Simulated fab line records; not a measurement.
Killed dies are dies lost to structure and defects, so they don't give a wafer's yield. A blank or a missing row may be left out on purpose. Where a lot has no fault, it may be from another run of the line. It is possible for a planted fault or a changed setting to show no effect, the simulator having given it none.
fab line records	flow sky130	part 1 of 2: steps 1 to 34 of 46
[record] lots = 5	wafers = 15	lastDay = 50
route steps=708 shown VT_ADJUST_HVTR@131 VT_ADJUST_PCH@143 SONOS_TUNNEL@154 SONOS_ONO@168
lots with no fault: from the same line, run without faults
startH: hours from the record's opening day to when the first of the lot's shown wafers began	waitH: hours elapsed since this lot's preceding step	" same as the row above	L1.1+2: a single row standing in for several wafers	- no value, or no start given	* or withheld: withheld	< > ~ a bound
route shown NAME@n: NAME is a module with steps in the file, n the number in the route of the first one	usual: the fault-free wafers' mean and standard deviation	same: alike in all rows	chamber/n: place in a boat	sites: each site's reading	_std_site: standard deviation of those values	_edge_site: outer sites' mean less inner sites'	radiusMm: for every site, how far away it sits from the centre of the wafer	mask NAME#n: copy n	behind: the most recent tool/chamber to have shaped the wafer	hold: reason for holding the lot/hours on hold/outcome of the hold	device: whichever transistor did not switch (one of n, p or np)	end of line: tests of these same wafers at the route's end	a step given without rows: its recipe and nothing more	killed: dies lost to structure and defects at the first sort, not the wafer's yield	map: per-die view of a wafer (x killed, . not killed, _ where there is no die)
set.NAME: the setting that was run; set.NAME@STEP: the one run at that earlier step	model.NAME: the simulator's own value behind a step, which no gauge read
lots at some steps of the route; a table a step, a row a wafer
services: from which hour (startH, from the record's first day; less than 0 if before it) a tool's chamber was out of use, for how many hours, and why
[[steps]]
[step SKY_VT_ADJUST_HVTR_DEHYDRATE_00]
[recipe] tempC = 200	timeS = 60
lot.wafer	tool	chamber	startH	waitH
L076.3+5+6	lithoTrack-01	0	206.90	10.6
L085.1+4+6	lithoTrack-02	0	269.64	11.7
L088.2+4+5	lithoTrack-02	0	295.36	12.1
L094.2+3+6	lithoTrack-03	0	342.08	13.2
L097.2+3+6	lithoTrack-02	0	358.86	13.2
[step SKY_VT_ADJUST_HVTR_HMDS_01]
[recipe] primeTimeS = 60	primeTempC = 120
lot.wafer	tool	chamber	startH	waitH
L076.3+5+6	lithoTrack-01	0	207.05	0.1
L085.1+4+6	lithoTrack-02	0	269.79	0.1
L088.2+4+5	lithoTrack-02	0	295.51	0.1
L094.2+3+6	lithoTrack-03	0	342.23	0.1
L097.2+3+6	lithoTrack-02	0	359.01	0.1
[step SKY_VT_ADJUST_HVTR_COAT_02]
[recipe] resist = NOVOLAK	spinRpm = 3000	resistThkNm = 1140
lot.wafer	tool	chamber	startH	waitH
L076.3+5+6	lithoTrack-01	0	207.20	0.1
L085.1+4+6	lithoTrack-02	0	269.94	0.1
L088.2+4+5	lithoTrack-02	0	295.66	0.1
L094.2+3+6	lithoTrack-03	0	342.38	0.1
L097.2+3+6	lithoTrack-02	0	359.16	0.1
[step SKY_VT_ADJUST_HVTR_SOFTBAKE_03]
[recipe] tempC = 90	timeS = 60	resist = NOVOLAK
lot.wafer	tool	chamber	startH	waitH
L076.3+5+6	lithoTrack-01	0	207.35	0.1
L085.1+4+6	lithoTrack-02	0	270.09	0.1
L088.2+4+5	lithoTrack-02	0	295.81	0.1
L094.2+3+6	lithoTrack-03	0	342.53	0.1
L097.2+3+6	lithoTrack-02	0	359.31	0.1
[step SKY_VT_ADJUST_HVTR_EXPOSE_04]
[recipe] maskId = HVTRM	targetCdNm = 380	na = 0.6	sourceShape = conventional	sigmaOuter = 0.6	doseMj = 150
[same] sigmaOuter = 0.6
lot.wafer	tool	chamber	startH	waitH	mask
L076.3+5+6	ilineStepper-01	0	-	-	HVTRM#0
L085.1+4+6	ilineStepper-02	0	-	-	HVTRM#0
L088.2+4+5	ilineStepper-01	0	-	-	HVTRM#0
L094.2+3+6	ilineStepper-02	0	-	-	HVTRM#0
L097.2+3+6	ilineStepper-01	0	-	-	HVTRM#0
[step SKY_VT_ADJUST_HVTR_PEB_05]
[recipe] tempC = withheld	timeS = *	resist = NOVOLAK
lot.wafer	tool	chamber	startH	waitH
L076.3+5+6	lithoTrack-02	0	-	-
L085.1+4+6	lithoTrack-03	0	-	-
L088.2+4+5	lithoTrack-02	0	-	-
L094.2+3+6	lithoTrack-01	0	-	-
L097.2+3+6	lithoTrack-01	0	-	-
[step SKY_VT_ADJUST_HVTR_DEVELOP_06]
[recipe] developTimeS = 60	devTempC = 23
lot.wafer	tool	chamber	startH	waitH
L076.3+5+6	lithoTrack-02	0	217.79	0.1
L085.1+4+6	lithoTrack-03	0	282.11	0.1
L088.2+4+5	lithoTrack-02	0	308.81	0.1
L094.2+3+6	lithoTrack-01	0	356.23	0.1
L097.2+3+6	lithoTrack-01	0	373.68	0.1
[step SKY_VT_ADJUST_HVTR_CD_MEAS_07]
[recipe] targetCdNm = 380
[usual] cdNm = 380.1/2.1
lot.wafer	tool	chamber	startH	waitH	cdNm
L076.3	cdSem-01	-	217.93	0.1	378.8
L076.5	"	-	"	"	377.8
L076.6	"	-	"	"	379.1
L085.1	cdSem-02	-	282.26	0.1	384.7
L085.4	"	-	"	"	383.9
L085.6	"	-	"	"	384.5
L088.2	cdSem-01	-	308.96	0.1	378.3
L088.4	"	-	"	"	379.1
L088.5	"	-	"	"	379.1
L094.2	cdSem-01	-	356.37	0.1	380.0
L094.3	"	-	"	"	378.7
L094.6	"	-	"	"	383.6
L097.2	cdSem-02	-	373.82	0.1	379.7
L097.3	"	-	"	"	377.8
L097.6	"	-	"	"	378.7
[step SKY_VT_ADJUST_HVTR_OVL_MEAS_08]
[usual] VT_ADJUST_HVTR_OVL = -0.4/1.4
lot.wafer	tool	chamber	startH	waitH	VT_ADJUST_HVTR_OVL[nm]
L076.3	overlay-02	-	218.02	0.1	-0.5
L076.5	"	-	"	"	-1.0
L076.6	"	-	"	"	-1.5
L085.1	overlay-01	-	282.38	0.1	-0.9
L085.4	"	-	"	"	0.3
L085.6	"	-	"	"	0.2
L088.2	overlay-01	-	309.06	0.1	-1.5
L088.4	"	-	"	"	0.4
L088.5	"	-	"	"	-0.9
L094.2	overlay-02	-	356.48	0.1	0.4
L094.3	"	-	"	"	-2.5
L094.6	"	-	"	"	2.1
L097.2	overlay-02	-	373.93	0.1	-0.2
L097.3	"	-	"	"	0.5
L097.6	"	-	"	"	-0.6
[step SKY_VT_ADJUST_HVTR_IMPLANT_09]
[recipe] species = B	energyKev = 10	doseCm2 = 2.1e+12	tiltDeg = withheld
[usual] doseIonsCm2 = 2.0997e+12/2.1e+09
lot.wafer	tool	chamber	startH	waitH	doseIonsCm2
L076.3	implanter-02	0	218.09	0.1	2.1001e+12
L076.5	"	0	"	"	2.0979e+12
L076.6	"	0	"	"	2.0978e+12
L085.1	implanter-04	0	282.41	0.0	2.1034e+12
L085.4	"	0	"	"	2.1022e+12
L085.6	"	0	"	"	2.0989e+12
L088.2	implanter-04	0	309.12	0.0	2.1012e+12
L088.4	"	0	"	"	2.1055e+12
L088.5	"	0	"	"	2.0987e+12
L094.2	implanter-01	0	356.53	0.0	2.0967e+12
L094.3	"	0	"	"	2.0957e+12
L094.6	"	0	"	"	2.0974e+12
L097.2	implanter-01	0	373.98	0.0	2.0989e+12
L097.3	"	0	"	"	2.0996e+12
L097.6	"	0	"	"	2.1013e+12
[step SKY_VT_ADJUST_HVTR_STRIP_10]
[recipe] chemistry = O2/N2	powerW = 1400	pressureMtorr = 1500	platenTempC = withheld	o2FlowSccm = 3000	n2FlowSccm = 300	overashFraction = 0.5
[usual] drypumpMotorCurrentA = 5.5/0.53	oesProductAu = 0.715/0.0046	stripTimeToEndpointS = 14.19/0.036
lot.wafer	tool	chamber	startH	waitH	drypumpMotorCurrentA	oesProductAu	rfHoursCounterH	stripTimeToEndpointS
L076.3	plasmaAsher-03	1	218.23	0.1	5.3	0.712	-	14.22
L076.5	"	1	"	"	5.2	0.723	-	14.21
L076.6	"	0	"	"	5.3	0.715	-	14.23
L085.1	plasmaAsher-04	1	282.56	0.1	5.5	0.714	17	14.18
L085.4	"	1	"	"	5.5	0.714	-	14.16
L085.6	"	1	"	"	5.5	0.715	-	14.18
L088.2	plasmaAsher-02	1	309.24	0.1	6.2	0.715	50	14.18
L088.4	"	0	"	"	4.9	0.707	-	14.15
L088.5	"	1	"	"	6.2	0.716	-	14.16
L094.2	plasmaAsher-03	1	356.66	0.1	5.3	0.715	62	14.20
L094.3	"	1	"	"	5.3	0.724	-	14.21
L094.6	"	0	"	"	5.3	0.720	-	14.18
L097.2	plasmaAsher-02	1	374.11	0.1	6.2	0.713	55	14.16
L097.3	"	1	"	"	6.2	0.715	-	14.18
L097.6	"	0	"	"	4.9	0.716	-	14.15
[step SKY_VT_ADJUST_HVTR_TW_MEAS_11]
[usual] VT_ADJUST_HVTR_TW = 209.6/1.5
lot.wafer	tool	chamber	startH	waitH	VT_ADJUST_HVTR_TW
L076.3	filmMetro-04	-	218.31	0.1	207.7
L076.5	"	-	"	"	208.0
L076.6	"	-	"	"	207.7
L085.1	filmMetro-03	-	282.66	0.1	210.3
L085.4	"	-	"	"	211.4
L085.6	"	-	"	"	209.9
L088.2	filmMetro-03	-	309.35	0.1	210.9
L088.4	"	-	"	"	210.3
L088.5	"	-	"	"	210.4
L094.2	filmMetro-01	-	356.77	0.1	209.6
L094.3	"	-	"	"	209.7
L094.6	"	-	"	"	210.7
L097.2	filmMetro-03	-	374.22	0.1	212.9
L097.3	"	-	"	"	212.6
L097.6	"	-	"	"	212.8
[step SKY_VT_ADJUST_PCH_DEHYDRATE_00]
[recipe] tempC = 200	timeS = 60
lot.wafer	tool	chamber	startH	waitH
L076.3+5+6	lithoTrack-03	0	229.41	11.1
L085.1+4+6	lithoTrack-04	0	295.18	12.5
L088.2+4+5	lithoTrack-03	0	322.08	12.7
L094.2+3+6	lithoTrack-04	0	371.15	14.4
L097.2+3+6	lithoTrack-02	0	388.01	13.8
[step SKY_VT_ADJUST_PCH_HMDS_01]
[recipe] primeTimeS = 60	primeTempC = 120
lot.wafer	tool	chamber	startH	waitH
L076.3+5+6	lithoTrack-03	0	229.56	0.1
L085.1+4+6	lithoTrack-04	0	295.33	0.1
L088.2+4+5	lithoTrack-03	0	322.23	0.1
L094.2+3+6	lithoTrack-04	0	371.30	0.1
L097.2+3+6	lithoTrack-02	0	388.16	0.1
[step SKY_VT_ADJUST_PCH_COAT_02]
[recipe] spinRpm = 2000	resistThkNm = 3000
lot.wafer	tool	chamber	startH	waitH
L076.3+5+6	lithoTrack-03	0	229.71	0.1
L085.1+4+6	lithoTrack-04	0	295.48	0.1
L088.2+4+5	lithoTrack-03	0	322.38	0.1
L094.2+3+6	lithoTrack-04	0	371.45	0.1
L097.2+3+6	lithoTrack-02	0	388.31	0.1
[step SKY_VT_ADJUST_PCH_SOFTBAKE_03]
[recipe] tempC = 110	timeS = withheld
lot.wafer	tool	chamber	startH	waitH
L076.3+5+6	lithoTrack-03	0	229.87	0.1
L085.1+4+6	lithoTrack-04	0	295.63	0.1
L088.2+4+5	lithoTrack-03	0	322.54	0.1
L094.2+3+6	lithoTrack-04	0	371.61	0.1
L097.2+3+6	lithoTrack-02	0	388.47	0.1
[step SKY_VT_ADJUST_PCH_EXPOSE_04]
[recipe] maskId = NWM	na = 0.6	sourceShape = conventional	sigmaOuter = 0.6	polarization = unpolarized	targetCdNm = 840	doseMj = 255
[same] sigmaOuter = 0.6
lot.wafer	tool	chamber	startH	waitH	mask
L076.3+5+6	ilineStepper-02	0	-	-	NWM#0
L085.1+4+6	ilineStepper-02	0	-	-	NWM#0
L088.2+4+5	ilineStepper-01	0	-	-	NWM#0
L094.2+3+6	ilineStepper-01	0	-	-	NWM#0
L097.2+3+6	ilineStepper-02	0	-	-	NWM#0
[step SKY_VT_ADJUST_PCH_PEB_05]
[recipe] tempC = 115	timeS = withheld
lot.wafer	tool	chamber	startH	waitH
L076.3+5+6	lithoTrack-02	0	-	-
L085.1+4+6	lithoTrack-04	0	-	-
L088.2+4+5	lithoTrack-03	0	-	-
L094.2+3+6	lithoTrack-02	0	-	-
L097.2+3+6	lithoTrack-02	0	-	-
[step SKY_VT_ADJUST_PCH_DEVELOP_06]
[recipe] wallAngleDeg = 90	developer = TMAH	developTimeS = 60	devTempC = 23
lot.wafer	tool	chamber	startH	waitH
L076.3+5+6	lithoTrack-02	0	-	-
L085.1+4+6	lithoTrack-04	0	-	-
L088.2+4+5	lithoTrack-03	0	-	-
L094.2+3+6	lithoTrack-02	0	-	-
L097.2+3+6	lithoTrack-02	0	-	-
[step SKY_VT_ADJUST_PCH_OVL_MEAS_07]
[usual] VT_ADJUST_PCH_OVL = -0.8/1.3
lot.wafer	tool	chamber	startH	waitH	VT_ADJUST_PCH_OVL[nm]
L076.3	overlay-02	-	240.60	-	-1.5
L076.5	"	-	"	"	-1.8
L076.6	"	-	"	"	-0.7
L085.1	overlay-01	-	308.53	-	-0.6
L085.4	"	-	"	"	1.2
L085.6	"	-	"	"	1.2
L088.2	overlay-01	-	336.11	-	-2.1
L088.4	"	-	"	"	-0.5
L088.5	"	-	"	"	0.2
L094.2	overlay-01	-	385.19	-	0.4
L094.3	"	-	"	"	-0.1
L094.6	"	-	"	"	-0.3
L097.2	overlay-01	-	403.14	-	0.1
L097.3	"	-	"	"	-1.5
L097.6	"	-	"	"	-1.7
[step SKY_VT_ADJUST_PCH_IMPLANT_08]
[recipe] species = B	energyKev = 10	doseCm2 = 5e+11	tiltDeg = withheld
[usual] doseIonsCm2 = 5e+11/5e+08
lot.wafer	tool	chamber	startH	waitH	doseIonsCm2
L076.3	implanter-01	0	240.67	0.1	4.997e+11
L076.5	"	0	"	"	5.001e+11
L076.6	"	0	"	"	5.001e+11
L085.1	implanter-01	0	308.56	0.0	5.003e+11
L085.4	"	0	"	"	5.009e+11
L085.6	"	0	"	"	5.008e+11
L088.2	implanter-01	0	336.17	0.0	4.997e+11
L088.4	"	0	"	"	5e+11
L088.5	"	0	"	"	5.002e+11
L094.2	implanter-01	0	385.25	0.0	4.996e+11
L094.3	"	0	"	"	4.991e+11
L094.6	"	0	"	"	5.003e+11
L097.2	implanter-01	0	403.20	0.0	5.001e+11
L097.3	"	0	"	"	4.999e+11
L097.6	"	0	"	"	4.997e+11
[step SKY_VT_ADJUST_PCH_STRIP_09]
[recipe] chemistry = O2/N2	powerW = 1400	pressureMtorr = 1500	platenTempC = withheld	o2FlowSccm = 3000	n2FlowSccm = 300	overashFraction = 0.5
[usual] drypumpMotorCurrentA = 5.7/0.43	oesProductAu = 0.723/0.0047	stripTimeToEndpointS = 36.89/0.092
lot.wafer	tool	chamber	startH	waitH	drypumpMotorCurrentA	oesProductAu	rfHoursCounterH	stripTimeToEndpointS
L076.3	plasmaAsher-03	0	240.81	0.1	5.3	0.720	-	36.83
L076.5	"	0	"	"	5.3	0.722	-	36.75
L076.6	"	1	"	"	5.3	0.723	-	36.77
L085.1	plasmaAsher-03	1	308.71	0.1	5.3	0.725	57	36.83
L085.4	"	0	"	"	5.3	0.717	-	37.01
L085.6	"	0	"	"	5.3	0.718	-	37.00
L088.2	plasmaAsher-03	0	336.29	0.1	5.3	0.726	59	36.92
L088.4	"	0	"	"	5.3	0.727	-	36.93
L088.5	"	0	"	"	5.3	0.725	-	36.90
L094.2	plasmaAsher-04	1	385.37	0.1	5.5	0.724	27	36.64
L094.3	"	1	"	"	5.5	0.727	-	36.71
L094.6	"	1	"	"	5.5	0.724	-	36.77
L097.2	plasmaAsher-01	0	403.32	0.1	6.1	0.727	72	36.90
L097.3	"	0	"	"	6.1	0.724	-	36.92
L097.6	"	1	"	"	5.7	0.721	-	36.95
[step SKY_VT_ADJUST_PCH_TW_MEAS_10]
[usual] VT_ADJUST_PCH_TW = 143.2/1.3
lot.wafer	tool	chamber	startH	waitH	VT_ADJUST_PCH_TW
L076.3	filmMetro-02	-	240.89	0.1	144.6
L076.5	"	-	"	"	145.0
L076.6	"	-	"	"	144.8
L085.1	filmMetro-02	-	308.81	0.1	143.1
L085.4	"	-	"	"	143.4
L085.6	"	-	"	"	143.5
L088.2	filmMetro-04	-	336.40	0.1	140.5
L088.4	"	-	"	"	140.6
L088.5	"	-	"	"	140.6
L094.2	filmMetro-03	-	385.48	0.1	144.1
L094.3	"	-	"	"	143.9
L094.6	"	-	"	"	143.5
L097.2	filmMetro-02	-	403.43	0.1	143.6
L097.3	"	-	"	"	143.9
L097.6	"	-	"	"	143.6
[step SKY_SONOS_TUNNEL_DEHYDRATE_00]
[recipe] tempC = 200	timeS = 60
lot.wafer	tool	chamber	startH	waitH
L076.3+5+6	lithoTrack-03	0	251.96	11.1
L085.1+4+6	lithoTrack-01	0	321.65	12.8
L088.2+4+5	lithoTrack-04	0	349.40	13.0
L094.2+3+6	lithoTrack-01	0	399.88	14.4
L097.2+3+6	lithoTrack-03	0	417.23	13.8
[step SKY_SONOS_TUNNEL_HMDS_01]
[recipe] primeTimeS = 60	primeTempC = 120
lot.wafer	tool	chamber	startH	waitH
L076.3+5+6	lithoTrack-03	0	252.11	0.1
L085.1+4+6	lithoTrack-01	0	321.80	0.1
L088.2+4+5	lithoTrack-04	0	349.55	0.1
L094.2+3+6	lithoTrack-01	0	400.03	0.1
L097.2+3+6	lithoTrack-03	0	417.38	0.1
[step SKY_SONOS_TUNNEL_COAT_02]
[recipe] resist = NOVOLAK	spinRpm = 3000	resistThkNm = 1140
lot.wafer	tool	chamber	startH	waitH
L076.3+5+6	lithoTrack-03	0	252.26	0.1
L085.1+4+6	lithoTrack-01	0	321.95	0.1
L088.2+4+5	lithoTrack-04	0	349.70	0.1
L094.2+3+6	lithoTrack-01	0	400.18	0.1
L097.2+3+6	lithoTrack-03	0	417.53	0.1
[step SKY_SONOS_TUNNEL_SOFTBAKE_03]
[recipe] tempC = 90	timeS = 60	resist = NOVOLAK
lot.wafer	tool	chamber	startH	waitH
L076.3+5+6	lithoTrack-03	0	252.41	0.1
L085.1+4+6	lithoTrack-01	0	322.10	0.1
L088.2+4+5	lithoTrack-04	0	349.85	0.1
L094.2+3+6	lithoTrack-01	0	400.33	0.1
L097.2+3+6	lithoTrack-03	0	417.68	0.1
[step SKY_SONOS_TUNNEL_EXPOSE_04]
[recipe] maskId = TUNM	na = 0.6	sourceShape = conventional	sigmaOuter = 0.6	polarization = unpolarized	targetCdNm = 410	doseMj = 136
[same] sigmaOuter = 0.6
lot.wafer	tool	chamber	startH	waitH	mask
L076.3+5+6	ilineStepper-02	0	-	-	TUNM#0
L085.1+4+6	ilineStepper-02	0	-	-	TUNM#0
L088.2+4+5	ilineStepper-02	0	-	-	TUNM#0
L094.2+3+6	ilineStepper-02	0	-	-	TUNM#0
L097.2+3+6	ilineStepper-01	0	-	-	TUNM#0
[step SKY_SONOS_TUNNEL_PEB_05]
[recipe] tempC = withheld	timeS = *	resist = NOVOLAK
lot.wafer	tool	chamber	startH	waitH
L076.3+5+6	lithoTrack-03	0	-	-
L085.1+4+6	lithoTrack-04	0	-	-
L088.2+4+5	lithoTrack-01	0	-	-
L094.2+3+6	lithoTrack-04	0	-	-
L097.2+3+6	lithoTrack-03	0	-	-
[step SKY_SONOS_TUNNEL_DEVELOP_06]
[recipe] resist = NOVOLAK	developer = TMAH	developTimeS = 60	devTempC = 23
lot.wafer	tool	chamber	startH	waitH
L076.3+5+6	lithoTrack-03	0	264.81	0.1
L085.1+4+6	lithoTrack-04	0	335.38	0.1
L088.2+4+5	lithoTrack-01	0	364.23	0.1
L094.2+3+6	lithoTrack-04	0	414.85	0.1
L097.2+3+6	lithoTrack-03	0	432.68	0.1
[step SKY_SONOS_TUNNEL_CD_MEAS_07]
[recipe] targetCdNm = 410
[usual] cdNm = 409.7/2.6
lot.wafer	tool	chamber	startH	waitH	cdNm
L076.3	cdSem-02	-	264.95	0.1	412.4
L076.5	"	-	"	"	408.8
L076.6	"	-	"	"	410.3
L085.1	cdSem-02	-	335.53	0.1	409.2
L085.4	"	-	"	"	409.6
L085.6	"	-	"	"	409.9
L088.2	cdSem-02	-	364.37	0.1	414.6
L088.4	"	-	"	"	412.8
L088.5	"	-	"	"	412.2
L094.2	cdSem-02	-	415.00	0.1	414.9
L094.3	"	-	"	"	414.2
L094.6	"	-	"	"	415.0
L097.2	cdSem-02	-	432.83	0.1	408.8
L097.3	"	-	"	"	409.9
L097.6	"	-	"	"	411.1
[step SKY_SONOS_TUNNEL_OVL_MEAS_08]
[usual] SONOS_TUNNEL_OVL = 0.1/1.5
lot.wafer	tool	chamber	startH	waitH	SONOS_TUNNEL_OVL[nm]
L076.3	overlay-02	-	265.04	0.1	-1.9
L076.5	"	-	"	"	1.8
L076.6	"	-	"	"	0.7
L085.1	overlay-02	-	335.65	0.1	-2.3
L085.4	"	-	"	"	-3.7
L085.6	"	-	"	"	0.1
L088.2	overlay-02	-	364.48	0.1	-0.4
L088.4	"	-	"	"	-2.7
L088.5	"	-	"	"	-1.2
L094.2	overlay-01	-	415.10	0.1	-1.1
L094.3	"	-	"	"	-0.2
L094.6	"	-	"	"	-0.6
L097.2	overlay-02	-	432.93	0.1	-0.5
L097.3	"	-	"	"	1.0
L097.6	"	-	"	"	0.0
[step SKY_SONOS_TUNNEL_IMPLANT_09]
[recipe] species = B	energyKev = 20	doseCm2 = 1e+12	tiltDeg = withheld
[usual] doseIonsCm2 = 9.998e+11/1.1e+09
lot.wafer	tool	chamber	startH	waitH	doseIonsCm2
L076.3	implanter-03	0	265.11	0.1	1.0002e+12
L076.5	"	0	"	"	1.0002e+12
L076.6	"	0	"	"	1.0017e+12
L085.1	implanter-02	0	335.68	0.0	1.0008e+12
L085.4	"	0	"	"	1.0002e+12
L085.6	"	0	"	"	1e+12
L088.2	implanter-04	0	364.53	0.0	9.988e+11
L088.4	"	0	"	"	9.988e+11
L088.5	"	0	"	"	1.0012e+12
L094.2	implanter-03	0	415.16	0.0	9.993e+11
L094.3	"	0	"	"	9.994e+11
L094.6	"	0	"	"	1e+12
L097.2	implanter-04	0	432.99	0.0	1.0002e+12
L097.3	"	0	"	"	1.0004e+12
L097.6	"	0	"	"	9.999e+11
[step SKY_SONOS_TUNNEL_WET_ETCH_10]
[recipe] chemistry = dHF	targetDepthNm = 14	target = SiO2	dilution = 100:1	tempC = 25	timeS = 280
[usual] tempC = 24.97/0.11
lot.wafer	tool	chamber	startH	waitH	tempC
L076.3	wetBench-02	3	265.21	0.1	25.10
L076.5	"	3	"	"	24.91
L076.6	"	3	"	"	24.93
L085.1	wetBench-03	0	335.83	0.1	25.15
L085.4	"	0	"	"	24.98
L085.6	"	0	"	"	25.04
L088.2	wetBench-04	1	364.66	0.1	24.87
L088.4	"	1	"	"	25.05
L088.5	"	1	"	"	24.83
L094.2	wetBench-02	1	415.28	0.1	25.02
L094.3	"	1	"	"	24.97
L094.6	"	1	"	"	25.02
L097.2	wetBench-03	0	433.11	0.1	25.06
L097.3	"	0	"	"	24.91
L097.6	"	0	"	"	24.94
